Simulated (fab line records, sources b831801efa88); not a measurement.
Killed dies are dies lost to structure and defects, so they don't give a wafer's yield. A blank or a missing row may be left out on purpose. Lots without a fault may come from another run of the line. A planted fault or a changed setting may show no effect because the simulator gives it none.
Chamber matching | flow sfq_line | SFQ_TRILAYER_I0_CMP_CMP_028 on cmp-01: 4 sister chambers
The step polishes SiO2. 4 wafers are shown with their chamber, then 7 later ones without.

WAFERS WITH THEIR CHAMBER
wafer  | chamber | motor_current_A (A)
L178.3 | 0       | 10.0
L186.1 | 1       | 10.0
L188.3 | 3       | 9.7
L188.4 | 2       | 12.1

WAFERS WITHOUT THEIR CHAMBER
wafer  | motor_current_A (A)
L188.5 | 9.8
L189.4 | 9.7
L189.2 | 12.1
L189.3 | 9.8
L190.1 | 10.1
L190.5 | 12.1
L190.6 | 9.6

WHICH CHAMBER EACH WENT THROUGH
wafer  | from the rows above          | in truth
L188.5 | can't be placed: 3 or 0 or 1 | 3
L189.4 | 3                            | 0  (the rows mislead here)
L189.2 | 2                            | 2
L189.3 | can't be placed: 3 or 0 or 1 | 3
L190.1 | can't be placed: 0 or 1      | 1
L190.5 | 2                            | 2
L190.6 | 3                            | 3
Placed correctly: 3 of 7. Can't be placed from these rows: 3 (the true chamber is among the candidates in 3). Placed wrongly: 1.
How it was worked out, from the rows above alone: a wafer's distance from a chamber is the root of the sum, over the readings, of the square of ((its reading less the chamber's mean) divided by the reading's scatter). The wafer belongs to the nearest chamber; if the next one is less than 2 further off, it can't be placed. A chamber's mean is the mean of its shown wafers. The scatter: with one shown wafer a chamber, the root of the mean of the squares of how far each hidden wafer lies from its nearest shown one.
